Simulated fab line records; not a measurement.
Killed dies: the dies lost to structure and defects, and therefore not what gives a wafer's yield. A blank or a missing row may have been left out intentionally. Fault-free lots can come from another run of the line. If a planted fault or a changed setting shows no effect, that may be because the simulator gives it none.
fab line records	flow gf180mcu
[record] lots = 24	wafers = 72	last-day = 34
route steps=602 shown M4@459 M5@533 V5@541
lots untouched by any fault: they come from a run of this same line in which no faults occurred
start-h: start of the lot's first displayed wafer, in hours after the record's first day	wait-h: time in hours since the lot's previous step	" the same as in the row above	L1.1+2: a row that stands for several wafers	- either no value or no given start	* or withheld: withheld	< > ~ a bound
route shown NAME@n: a module of which the file shows steps, and the number in the route of the first	usual: average and standard deviation across the fault-free wafers	same: alike in all rows	chamber/n: place in a boat	sites: per-site readings	_std_site: standard deviation of those values	_edge_site: outer sites' mean less inner sites'	radius-mm: for every site, how far away it sits from the centre of the wafer	mask NAME#n: copy n	behind: the last tool/chamber to shape the wafer	hold: reason for holding the lot/hours on hold/outcome of the hold	device: which transistor (n, p or np) failed to switch	end of line: at the end of the route, the tests of the same wafers	a step without rows: its recipe alone	killed: the dies lost at the first sort to structure and to defects; this is not the yield of the wafer	map: the dies of a wafer, with x for killed, . for not killed, _ for no die there
set.NAME: the setting as run; set.NAME@STEP: as run at that earlier step	model.NAME: the simulator's own value behind a step, which no gauge read
the route's steps for a sample of lots (tables are steps, rows are wafers)
services: a tool's chamber out of use, with start hour (start-h, from the record's first day; less than 0 if before it), hours out, and reason
[[steps]]
[step GF_M4_SPUTTER_03]
[recipe] material = Ti	target-thk-nm = 10	substrate-temp-c = 300	chamber-pressure-pa = 0.3	power-w = 3000	time-s = 6.7
[usual] chamber-pressure-pa = 0.3000/0.0006	throttle-valve-pct = 29.6/1
lot.wafer	tool	chamber	start-h	wait-h	chamber-pressure-pa	throttle-valve-pct
L074.4	pvd-sputter-01	-	507.45	0.0	0.2994	29.9
L074.5	"	-	"	"	0.2992	30.0
L074.6	"	-	"	"	0.3000	30.0
L075.4	pvd-sputter-01	-	523.10	0.0	0.2998	28.6
L075.5	"	-	"	"	0.2988	29.8
L075.6	"	-	"	"	0.3005	28.3
L076.2	pvd-sputter-01	-	532.61	0.0	0.2998	29.7
L076.3	"	-	"	"	0.3010	29.8
L076.4	"	-	"	"	0.2999	28.4
L077.1	pvd-sputter-04	-	537.05	0.0	0.3012	29.4
L077.2	"	-	"	"	0.2999	31.6
L077.6	"	-	"	"	0.3001	29.6
L078.1	pvd-sputter-02	-	552.82	0.0	0.3013	29.4
L078.4	"	-	"	"	0.2997	31.5
L078.5	"	-	"	"	0.2997	29.8
L079.2	pvd-sputter-02	-	559.02	0.0	0.3000	31.3
L079.4	"	-	"	"	0.2984	29.8
L079.6	"	-	"	"	0.3001	29.5
L080.1	pvd-sputter-01	-	563.40	0.0	0.2993	28.8
L080.4	"	-	"	"	0.2995	28.2
L080.6	"	-	"	"	0.2999	29.7
L081.3	pvd-sputter-04	-	583.24	0.0	0.3003	31.6
L081.5	"	-	"	"	0.2994	31.8
L081.6	"	-	"	"	0.2999	28.6
L082.2	pvd-sputter-02	-	583.93	0.0	0.2999	29.7
L082.5	"	-	"	"	0.2985	29.8
L082.6	"	-	"	"	0.3001	29.6
L083.1	pvd-sputter-01	-	588.20	0.0	0.2994	28.4
L083.3	"	-	"	"	0.2992	30.0
L083.4	"	-	"	"	0.3001	28.2
L084.1	pvd-sputter-02	-	602.90	0.0	0.3003	29.9
L084.3	"	-	"	"	0.2987	31.3
L084.5	"	-	"	"	0.3000	29.8
L085.3	pvd-sputter-02	-	609.71	0.0	0.2995	31.2
L085.5	"	-	"	"	0.2992	29.5
L085.6	"	-	"	"	0.3005	29.8
L086.1	pvd-sputter-01	-	616.85	0.0	0.3012	28.4
L086.4	"	-	"	"	0.3001	30.0
L086.6	"	-	"	"	0.3010	28.1
L087.1	pvd-sputter-04	-	623.40	0.0	0.2995	31.4
L087.2	"	-	"	"	0.3000	29.3
L087.4	"	-	"	"	0.3005	29.0
L088.2	pvd-sputter-02	-	633.25	0.0	0.3010	29.9
L088.3	"	-	"	"	0.3006	29.6
L088.5	"	-	"	"	0.3005	29.9
L089.2	pvd-sputter-02	-	640.14	0.0	0.2998	29.9
L089.3	"	-	"	"	0.2997	29.3
L089.4	"	-	"	"	0.2999	29.5
L090.2	pvd-sputter-04	-	644.00	0.0	0.3005	28.8
L090.5	"	-	"	"	0.2993	29.6
L090.6	"	-	"	"	0.3008	31.9
L091.2	pvd-sputter-01	-	652.86	0.0	0.3003	28.6
L091.4	"	-	"	"	0.3003	29.9
L091.5	"	-	"	"	0.2993	28.2
L092.4	pvd-sputter-01	-	657.77	0.0	0.3004	29.9
L092.5	"	-	"	"	0.3001	28.4
L092.6	"	-	"	"	0.3004	28.4
L093.3	pvd-sputter-04	-	664.12	0.0	0.2999	29.1
L093.5	"	-	"	"	0.3002	28.7
L093.6	"	-	"	"	0.2992	29.5
L094.1	pvd-sputter-04	-	669.45	0.0	0.2999	29.6
L094.2	"	-	"	"	0.3003	32.0
L094.6	"	-	"	"	0.3001	28.9
L095.1	pvd-sputter-01	-	678.05	0.0	0.2999	28.4
L095.2	"	-	"	"	0.3002	29.7
L095.3	"	-	"	"	0.3000	28.3
L096.2	pvd-sputter-02	-	686.53	0.0	0.2999	29.9
L096.3	"	-	"	"	0.2996	29.3
L096.4	"	-	"	"	0.2993	29.7
L097.1	pvd-sputter-04	-	691.97	0.0	0.3000	32.1
L097.5	"	-	"	"	0.2996	29.1
L097.6	"	-	"	"	0.2988	31.7
[step GF_M4_THK_MEAS_06]
[recipe] thk-meas-gauge = xrf	reads = AlCu_of_M4_SPUTTER_02
[usual] M4_ALCU_THK = 462/5.5
lot.wafer	tool	chamber	start-h	wait-h	M4_ALCU_THK[nm]
L074.4	film-metro-03	-	507.66	0.1	465
L074.5	"	-	"	"	469
L074.6	"	-	"	"	459
L075.4	film-metro-04	-	523.31	0.1	466
L075.5	"	-	"	"	472
L075.6	"	-	"	"	463
L076.2	film-metro-04	-	532.80	0.1	460
L076.3	"	-	"	"	465
L076.4	"	-	"	"	457
L077.1	film-metro-04	-	537.23	0.1	466
L077.2	"	-	"	"	469
L077.6	"	-	"	"	469
L078.1	film-metro-03	-	553.00	0.1	460
L078.4	"	-	"	"	458
L078.5	"	-	"	"	467
L079.2	film-metro-03	-	559.21	0.1	461
L079.4	"	-	"	"	461
L079.6	"	-	"	"	458
L080.1	film-metro-04	-	563.58	0.1	453
L080.4	"	-	"	"	455
L080.6	"	-	"	"	463
L081.3	film-metro-03	-	583.49	0.1	456
L081.5	"	-	"	"	457
L081.6	"	-	"	"	459
L082.2	film-metro-02	-	584.12	0.1	465
L082.5	"	-	"	"	469
L082.6	"	-	"	"	469
L083.1	film-metro-04	-	588.38	0.1	465
L083.3	"	-	"	"	465
L083.4	"	-	"	"	460
L084.1	film-metro-04	-	603.08	0.1	470
L084.3	"	-	"	"	465
L084.5	"	-	"	"	470
L085.3	film-metro-02	-	609.91	0.1	463
L085.5	"	-	"	"	464
L085.6	"	-	"	"	466
L086.1	film-metro-02	-	617.03	0.1	454
L086.4	"	-	"	"	459
L086.6	"	-	"	"	458
L087.1	film-metro-03	-	623.58	0.1	471
L087.2	"	-	"	"	465
L087.4	"	-	"	"	470
L088.2	film-metro-04	-	633.44	0.1	468
L088.3	"	-	"	"	467
L088.5	"	-	"	"	467
L089.2	film-metro-03	-	640.33	0.1	467
L089.3	"	-	"	"	463
L089.4	"	-	"	"	467
L090.2	film-metro-04	-	644.19	0.1	456
L090.5	"	-	"	"	462
L090.6	"	-	"	"	460
L091.2	film-metro-04	-	653.05	0.1	451
L091.4	"	-	"	"	455
L091.5	"	-	"	"	454
L092.4	film-metro-04	-	657.98	0.1	459
L092.5	"	-	"	"	453
L092.6	"	-	"	"	453
L093.3	film-metro-04	-	664.32	0.1	452
L093.5	"	-	"	"	461
L093.6	"	-	"	"	453
L094.1	film-metro-03	-	669.63	0.1	467
L094.2	"	-	"	"	463
L094.6	"	-	"	"	467
L095.1	film-metro-03	-	678.23	0.1	458
L095.2	"	-	"	"	461
L095.3	"	-	"	"	457
L096.2	film-metro-03	-	686.72	0.1	462
L096.3	"	-	"	"	462
L096.4	"	-	"	"	458
L097.1	film-metro-03	-	692.15	0.1	472
L097.5	"	-	"	"	473
L097.6	"	-	"	"	473
[step GF_M4_STRIP_17]
[recipe] chemistry = O2/N2	power-w = 1400	pressure-mtorr = 1500	platen-temp-c = 250	o2-flow-sccm = 3000	n2-flow-sccm = 300	overash-fraction = 0.5
[usual] drypump-motor-current-A = 5.73/0.28	heater-power-w = 346/24	o2-flow-sccm = 3000/9.2	oes-product-au = 0.558/0.0054	strip-time-to-endpoint-s = 7.88/0.055
lot.wafer	tool	chamber	start-h	wait-h	drypump-motor-current-A	heater-power-w	o2-flow-sccm	oes-product-au	rf-hours-counter-h	strip-time-to-endpoint-s
L074.4	plasma-asher-04	0	531.99	0.1	6.18	363	2999	0.552	-	7.96
L074.5	"	0	"	"	6.18	360	3007	0.540	-	7.83
L074.6	"	1	"	"	5.83	384	3006	0.565	-	7.97
L075.4	plasma-asher-04	1	546.74	0.1	5.83	383	2999	0.559	-	7.90
L075.5	"	1	"	"	5.81	378	2988	0.552	-	7.80
L075.6	"	0	"	"	6.14	362	2994	0.559	-	7.91
L076.2	plasma-asher-03	1	556.25	0.1	5.85	329	3017	0.561	80	7.98
L076.3	"	0	"	"	5.46	324	3003	0.559	-	7.85
L076.4	"	1	"	"	5.82	324	3010	0.556	-	7.91
L077.1	plasma-asher-01	0	560.63	0.1	5.82	375	2991	0.559	89	7.89
L077.2	"	1	"	"	5.26	341	3014	0.557	89	7.97
L077.6	"	0	"	"	5.79	385	3006	0.561	-	7.96
L078.1	plasma-asher-03	0	574.50	0.1	5.45	322	3007	0.554	82	7.83
L078.4	"	0	"	"	5.44	316	3006	0.557	-	7.88
L078.5	"	0	"	"	5.47	320	3016	0.550	-	7.87
L079.2	plasma-asher-04	0	581.50	0.1	6.18	357	3009	0.554	16	7.78
L079.4	"	0	"	"	6.18	362	3001	0.548	-	7.80
L079.6	"	1	"	"	5.83	381	2992	0.560	-	7.78
L080.1	plasma-asher-01	0	585.48	0.1	5.79	384	2992	0.560	92	7.81
L080.4	"	0	"	"	5.79	378	3008	0.559	-	7.87
L080.6	"	0	"	"	5.80	368	2987	0.551	-	7.82
L081.3	plasma-asher-01	1	604.33	0.1	5.29	345	3000	0.551	-	7.89
L081.5	"	1	"	"	5.29	331	2994	0.555	-	7.89
L081.6	"	0	"	"	5.79	373	3004	0.557	-	7.91
L082.2	plasma-asher-01	0	605.60	0.1	5.81	371	2998	0.562	94	7.90
L082.5	"	0	"	"	5.84	388	2997	0.561	-	7.92
L082.6	"	1	"	"	5.28	331	3010	0.560	-	7.89
L083.1	plasma-asher-03	1	609.22	0.1	5.86	330	3001	0.555	86	7.87
L083.3	"	1	"	"	5.87	334	2997	0.563	-	7.94
L083.4	"	0	"	"	5.46	321	3007	0.563	-	7.89
L084.1	plasma-asher-04	1	623.79	0.1	5.84	390	2994	0.549	21	7.78
L084.3	"	1	"	"	5.85	380	2987	0.558	-	7.90
L084.5	"	1	"	"	5.86	368	2990	0.561	-	7.90
L085.3	plasma-asher-03	1	630.78	0.1	5.86	333	2986	0.552	-	7.93
L085.5	"	1	"	"	5.82	327	2989	0.558	-	7.98
L085.6	"	0	"	"	5.46	325	2991	0.564	-	7.88
L086.1	plasma-asher-03	1	637.15	0.1	5.85	334	3003	0.552	89	7.86
L086.4	"	1	"	"	5.86	336	3017	0.554	-	7.82
L086.6	"	1	"	"	5.84	329	3012	0.552	-	7.79
L087.1	plasma-asher-03	1	643.82	0.1	5.85	329	2993	0.566	90	7.89
L087.2	"	0	"	"	5.48	320	2996	0.560	90	7.94
L087.4	"	0	"	"	5.48	316	2998	0.558	-	7.92
L088.2	plasma-asher-03	1	653.82	0.1	5.82	333	3005	0.558	91	7.83
L088.3	"	0	"	"	5.45	317	3003	0.558	-	7.84
L088.5	"	0	"	"	5.45	324	3002	0.560	-	7.85
L089.2	plasma-asher-04	0	660.14	0.1	6.19	365	2986	0.558	25	7.79
L089.3	"	1	"	"	5.84	376	2997	0.550	-	7.78
L089.4	"	0	"	"	6.19	362	2992	0.552	-	7.80
L090.2	plasma-asher-04	0	664.20	0.1	6.16	366	2995	0.558	25	7.94
L090.5	"	0	"	"	6.17	361	3013	0.565	-	7.95
L090.6	"	1	"	"	5.80	382	3006	0.561	-	7.84
L091.2	plasma-asher-03	1	673.39	0.1	5.86	330	3005	0.561	94	7.91
L091.4	"	1	"	"	5.86	330	3010	0.561	-	7.92
L091.5	"	1	"	"	5.85	331	3007	0.557	-	7.99
L092.4	plasma-asher-03	0	677.38	0.1	5.50	308	3000	0.543	-	7.82
L092.5	"	0	"	"	5.47	316	2970	0.550	-	7.83
L092.6	"	1	"	"	5.85	320	2989	0.562	-	7.90
L093.3	plasma-asher-01	1	683.72	0.1	5.30	333	2994	0.550	-	7.97
L093.5	"	1	"	"	5.30	345	3005	0.563	-	7.99
L093.6	"	0	"	"	5.81	371	2992	0.558	-	7.93
L094.1	plasma-asher-03	1	688.97	0.1	5.87	330	3013	0.546	95	7.88
L094.2	"	0	"	"	5.46	315	3004	0.564	95	7.99
L094.6	"	0	"	"	5.45	319	3015	0.552	-	7.99
L095.1	plasma-asher-03	0	697.64	0.1	5.47	324	3003	0.560	96	7.81
L095.2	"	1	"	"	5.84	324	2987	0.558	96	7.84
L095.3	"	0	"	"	5.47	324	2986	0.559	-	7.85
L096.2	plasma-asher-01	0	705.07	0.1	5.81	366	3014	0.555	104	7.83
L096.3	"	1	"	"	5.29	337	3005	0.560	-	7.82
L096.4	"	0	"	"	5.81	369	3020	0.546	-	7.84
L097.1	plasma-asher-04	1	710.69	0.1	5.81	374	3011	0.561	30	7.96
L097.5	"	0	"	"	6.20	358	3011	0.571	-	7.98
L097.6	"	1	"	"	5.82	371	2991	0.561	-	7.90
[step GF_M5_CD_MEAS_07]
[recipe] target-cd-nm = 280
[usual] cd-nm = 279.7/1.1
lot.wafer	tool	chamber	start-h	wait-h	cd-nm
L074.4	cd-sem-02	-	602.60	0.1	279.0
L074.5	"	-	"	"	279.7
L074.6	"	-	"	"	279.7
L075.4	cd-sem-01	-	614.85	0.1	277.4
L075.5	"	-	"	"	279.0
L075.6	"	-	"	"	279.0
L076.2	cd-sem-02	-	623.35	0.1	280.2
L076.3	"	-	"	"	279.6
L076.4	"	-	"	"	279.4
L077.1	cd-sem-01	-	627.87	0.2	279.5
L077.2	"	-	"	"	279.1
L077.6	"	-	"	"	280.9
L078.1	cd-sem-01	-	639.83	0.1	279.7
L078.4	"	-	"	"	279.3
L078.5	"	-	"	"	278.9
L079.2	cd-sem-01	-	646.71	0.1	279.2
L079.4	"	-	"	"	279.8
L079.6	"	-	"	"	279.5
L080.1	cd-sem-01	-	649.64	0.1	279.2
L080.4	"	-	"	"	280.9
L080.6	"	-	"	"	280.6
L081.3	cd-sem-01	-	668.08	0.1	280.1
L081.5	"	-	"	"	279.2
L081.6	"	-	"	"	280.5
L082.2	cd-sem-01	-	668.72	0.1	278.3
L082.5	"	-	"	"	279.9
L082.6	"	-	"	"	279.0
L083.1	cd-sem-02	-	672.95	0.1	279.8
L083.3	"	-	"	"	280.0
L083.4	"	-	"	"	278.9
L084.1	cd-sem-02	-	685.64	0.1	279.2
L084.3	"	-	"	"	279.4
L084.5	"	-	"	"	279.2
L085.3	cd-sem-02	-	692.94	0.1	279.5
L085.5	"	-	"	"	279.9
L085.6	"	-	"	"	280.3
L086.1	cd-sem-01	-	697.89	0.1	279.8
L086.4	"	-	"	"	281.0
L086.6	"	-	"	"	281.3
L087.1	cd-sem-02	-	703.93	0.1	282.0
L087.2	"	-	"	"	282.2
L087.4	"	-	"	"	281.9
L088.2	cd-sem-01	-	714.16	0.1	282.2
L088.3	"	-	"	"	281.8
L088.5	"	-	"	"	281.1
L089.2	cd-sem-01	-	719.15	0.1	279.1
L089.3	"	-	"	"	279.0
L089.4	"	-	"	"	280.1
L090.2	cd-sem-01	-	722.80	0.1	279.7
L090.5	"	-	"	"	280.2
L090.6	"	-	"	"	279.7
L091.2	cd-sem-01	-	731.65	0.1	281.9
L091.4	"	-	"	"	281.2
L091.5	"	-	"	"	280.9
L092.4	cd-sem-02	-	736.20	0.1	280.8
L092.5	"	-	"	"	280.2
L092.6	"	-	"	"	279.0
L093.3	cd-sem-01	-	739.79	0.1	279.2
L093.5	"	-	"	"	278.3
L093.6	"	-	"	"	278.5
L094.1	cd-sem-02	-	745.48	0.1	278.9
L094.2	"	-	"	"	278.8
L094.6	"	-	"	"	278.6
L095.1	cd-sem-02	-	753.58	0.1	280.1
L095.2	"	-	"	"	278.9
L095.3	"	-	"	"	279.5
L096.2	cd-sem-01	-	759.75	0.1	279.2
L096.3	"	-	"	"	280.1
L096.4	"	-	"	"	279.8
L097.1	cd-sem-02	-	764.34	0.1	277.8
L097.5	"	-	"	"	277.8
L097.6	"	-	"	"	278.2
[step GF_M5_ETCH_09]
[recipe] chemistry = CF4/O2	target = Si3N4	target-depth-nm = 52	source-w = 800	bias-w = 150	pressure-mtorr = 150	cf4-flow-sccm = 80	O2_flow_sccm = 10	time-s = 11.6
[usual] cf4-flow-sccm = 80.01/0.26	drypump-motor-current-A = 6.1/0.46	oes-product-au = 0.996/0.0097	throttle-valve-pct = 5.969/0.0089
lot.wafer	tool	chamber	start-h	wait-h	cf4-flow-sccm	drypump-motor-current-A	oes-product-au	rf-hours-counter-h	throttle-valve-pct
L074.4	rie-diel-01	2	602.70	0.0	80.20	6.4	1.014	19	5.969
L074.5	"	2	"	"	80.39	6.4	1.010	-	5.980
L074.6	"	3	"	"	80.37	6.8	1.006	-	5.970
L075.4	rie-diel-03	3	614.95	0.0	79.89	6.5	0.995	10	5.958
L075.5	"	0	"	"	80.06	6.4	0.985	-	5.969
L075.6	"	3	"	"	79.85	6.5	0.993	-	5.964
L076.2	rie-diel-01	2	623.49	0.0	79.83	6.4	1.018	20	5.980
L076.3	"	1	"	"	79.70	5.7	1.004	10	5.958
L076.4	"	3	"	"	80.52	6.8	0.989	68	5.968
L077.1	rie-diel-01	1	628.02	0.0	80.39	5.7	1.007	11	5.986
L077.2	"	3	"	"	79.80	6.8	1.001	69	5.965
L077.6	"	1	"	"	80.07	5.7	1.005	-	5.972
L078.1	rie-diel-03	0	639.99	0.0	79.93	6.4	0.997	14	5.968
L078.4	"	2	"	"	79.99	5.6	0.990	-	5.963
L078.5	"	3	"	"	79.75	6.5	0.995	-	5.968
L079.2	rie-diel-03	0	646.85	0.0	79.87	6.5	0.989	14	5.984
L079.4	"	0	"	"	80.13	6.4	0.978	-	5.982
L079.6	"	2	"	"	80.50	5.6	0.988	-	5.960
L080.1	rie-diel-03	0	649.80	0.0	79.95	6.4	0.987	14	5.963
L080.4	"	0	"	"	79.81	6.4	0.987	-	5.977
L080.6	"	3	"	"	79.83	6.5	0.999	-	5.966
L081.3	rie-diel-01	0	668.20	0.0	79.96	6.2	1.016	9	5.982
L081.5	"	0	"	"	79.66	6.2	1.005	-	5.966
L081.6	"	1	"	"	80.45	5.7	1.010	-	5.973
L082.2	rie-diel-03	1	668.86	0.0	80.09	6.1	0.995	35	5.961
L082.5	"	1	"	"	80.51	6.1	0.992	-	5.969
L082.6	"	0	"	"	80.21	6.4	0.986	-	5.973
L083.1	rie-diel-01	0	673.11	0.0	79.96	6.2	0.993	10	5.973
L083.3	"	3	"	"	79.99	6.8	1.005	1	5.947
L083.4	"	0	"	"	80.05	6.2	1.009	-	5.973
L084.1	rie-diel-01	2	685.80	0.0	80.04	6.4	1.004	22	5.980
L084.3	"	1	"	"	79.96	5.7	0.993	13	5.977
L084.5	"	2	"	"	79.76	6.4	1.009	-	5.960
L085.3	rie-diel-03	1	693.06	0.0	79.81	6.1	1.010	36	5.990
L085.5	"	2	"	"	80.23	5.5	0.979	-	5.966
L085.6	"	3	"	"	79.97	6.5	0.993	-	5.962
L086.1	rie-diel-03	1	698.05	0.0	79.92	6.1	1.002	36	5.973
L086.4	"	2	"	"	80.20	5.5	0.985	7	5.956
L086.6	"	3	"	"	79.89	6.5	0.999	-	5.977
L087.1	rie-diel-03	0	704.09	0.0	80.22	6.4	0.989	15	5.955
L087.2	"	3	"	"	79.85	6.5	0.997	12	5.970
L087.4	"	1	"	"	79.98	6.1	1.006	36	5.983
L088.2	rie-diel-01	3	714.30	0.0	80.09	6.8	1.001	2	5.976
L088.3	"	0	"	"	80.03	6.3	1.013	11	5.963
L088.5	"	0	"	"	80.00	6.3	1.009	-	5.972
L089.2	rie-diel-03	1	719.29	0.0	79.73	6.1	1.001	37	5.972
L089.3	"	2	"	"	79.69	5.5	0.991	8	5.959
L089.4	"	0	"	"	80.40	6.4	0.984	16	5.960
L090.2	rie-diel-04	0	722.94	0.0	79.79	5.5	1.009	7	5.957
L090.5	"	2	"	"	80.01	5.6	0.996	-	5.975
L090.6	"	1	"	"	79.96	5.8	0.989	-	5.965
L091.2	rie-diel-03	0	731.79	0.0	80.16	6.4	0.995	16	5.968
L091.4	"	0	"	"	79.88	6.4	0.992	-	5.956
L091.5	"	1	"	"	80.19	6.1	0.993	-	5.984
L092.4	rie-diel-04	2	736.31	0.0	80.69	5.7	1.005	-	5.977
L092.5	"	1	"	"	79.92	5.8	0.994	-	5.967
L092.6	"	0	"	"	80.51	5.5	0.989	-	5.967
L093.3	rie-diel-03	3	739.91	0.0	79.60	6.5	1.000	14	5.973
L093.5	"	0	"	"	80.08	6.4	0.996	-	5.966
L093.6	"	3	"	"	79.69	6.5	0.992	-	5.974
L094.1	rie-diel-04	0	745.64	0.0	80.27	5.5	0.999	8	5.975
L094.2	"	2	"	"	79.91	5.6	0.996	11	5.967
L094.6	"	0	"	"	80.40	5.5	0.982	-	5.964
L095.1	rie-diel-01	2	753.74	0.0	80.46	6.4	1.010	25	5.971
L095.2	"	1	"	"	79.36	5.7	1.002	16	5.978
L095.3	"	3	"	"	79.95	6.8	1.001	4	5.987
L096.2	rie-diel-04	1	759.89	0.0	79.53	5.8	0.984	10	5.965
L096.3	"	3	"	"	80.18	4.7	1.000	1	5.957
L096.4	"	0	"	"	80.33	5.5	1.008	9	5.982
L097.1	rie-diel-03	2	764.50	0.0	79.42	5.5	0.979	10	5.982
L097.5	"	1	"	"	80.31	6.1	0.988	-	5.956
L097.6	"	0	"	"	79.68	6.4	0.981	-	5.960
[step GF_V5_THK_MEAS_01]
[recipe] reads = SiO2_of_V5_CVD_00
[usual] V5_CVD_00_THK = 299/3.1
lot.wafer	tool	chamber	start-h	wait-h	V5_CVD_00_THK[nm]
L074.4	film-metro-04	-	603.79	0.0	296
L074.5	"	-	"	"	300
L074.6	"	-	"	"	301
L075.4	film-metro-02	-	615.69	0.0	295
L075.5	"	-	"	"	295
L075.6	"	-	"	"	297
L076.2	film-metro-04	-	624.32	0.0	296
L076.3	"	-	"	"	299
L076.4	"	-	"	"	296
L077.1	film-metro-01	-	628.73	0.0	294
L077.2	"	-	"	"	299
L077.6	"	-	"	"	295
L078.1	film-metro-01	-	640.71	0.0	299
L078.4	"	-	"	"	302
L078.5	"	-	"	"	303
L079.2	film-metro-04	-	647.57	0.0	304
L079.4	"	-	"	"	303
L079.6	"	-	"	"	305
L080.1	film-metro-02	-	650.51	0.0	296
L080.4	"	-	"	"	297
L080.6	"	-	"	"	296
L081.3	film-metro-01	-	668.93	0.0	296
L081.5	"	-	"	"	299
L081.6	"	-	"	"	299
L082.2	film-metro-02	-	669.58	0.0	306
L082.5	"	-	"	"	304
L082.6	"	-	"	"	301
L083.1	film-metro-04	-	673.83	0.0	300
L083.3	"	-	"	"	301
L083.4	"	-	"	"	300
L084.1	film-metro-01	-	686.52	0.0	296
L084.3	"	-	"	"	297
L084.5	"	-	"	"	297
L085.3	film-metro-02	-	693.79	0.0	303
L085.5	"	-	"	"	298
L085.6	"	-	"	"	297
L086.1	film-metro-02	-	698.79	0.0	303
L086.4	"	-	"	"	300
L086.6	"	-	"	"	297
L087.1	film-metro-02	-	704.80	0.0	297
L087.2	"	-	"	"	299
L087.4	"	-	"	"	295
L088.2	film-metro-02	-	715.03	0.0	295
L088.3	"	-	"	"	304
L088.5	"	-	"	"	300
L089.2	film-metro-02	-	720.01	0.0	297
L089.3	"	-	"	"	297
L089.4	"	-	"	"	300
L090.2	film-metro-04	-	723.66	0.0	295
L090.5	"	-	"	"	299
L090.6	"	-	"	"	298
L091.2	film-metro-04	-	732.51	0.0	299
L091.4	"	-	"	"	298
L091.5	"	-	"	"	299
L092.4	film-metro-02	-	737.13	0.0	298
L092.5	"	-	"	"	301
L092.6	"	-	"	"	299
L093.3	film-metro-01	-	740.69	0.1	298
L093.5	"	-	"	"	293
L093.6	"	-	"	"	297
L094.1	film-metro-01	-	746.39	0.0	300
L094.2	"	-	"	"	307
L094.6	"	-	"	"	301
L095.1	film-metro-02	-	754.45	0.0	289
L095.2	"	-	"	"	297
L095.3	"	-	"	"	297
L096.2	film-metro-01	-	760.61	0.0	304
L096.3	"	-	"	"	303
L096.4	"	-	"	"	305
L097.1	film-metro-04	-	765.24	0.0	302
L097.5	"	-	"	"	303
L097.6	"	-	"	"	299
[[services]]
tool	chamber	start-h	hours	kind
pvd-sputter-01	-	486.16	3.1	repair
rie-diel-04	1	491.78	3.8	repair
rie-diel-03	-	497.79	2.8	pm
rie-diel-01	3	515.46	3.3	repair
plasma-asher-03	-	517.88	13.3	repair
rie-diel-01	2	529.65	5.2	repair
rie-diel-03	3	549.85	8.9	repair
plasma-asher-04	-	576.93	1.4	repair
rie-diel-01	3	578.89	19.4	repair
rie-diel-03	-	579.30	0.4	repair
pvd-sputter-02	-	623.42	0.7	repair
rie-diel-03	1	630.18	29.2	repair
plasma-asher-01	-	640.25	7.8	repair
rie-diel-03	-	653.03	14.6	pm
pvd-sputter-02	-	654.66	1.7	repair
rie-diel-01	1	671.76	1.5	repair
plasma-asher-01	-	707.40	1.2	repair
pvd-sputter-02	-	723.93	13.8	repair
plasma-asher-04	-	730.60	0.4	repair
rie-diel-03	3	731.15	6.2	repair
plasma-asher-01	-	733.75	9.0	pm
pvd-sputter-04	-	737.40	2.3	repair
pvd-sputter-04	-	741.48	1.1	repair
rie-diel-03	3	763.98	14.8	repair
[[key]]
fault none
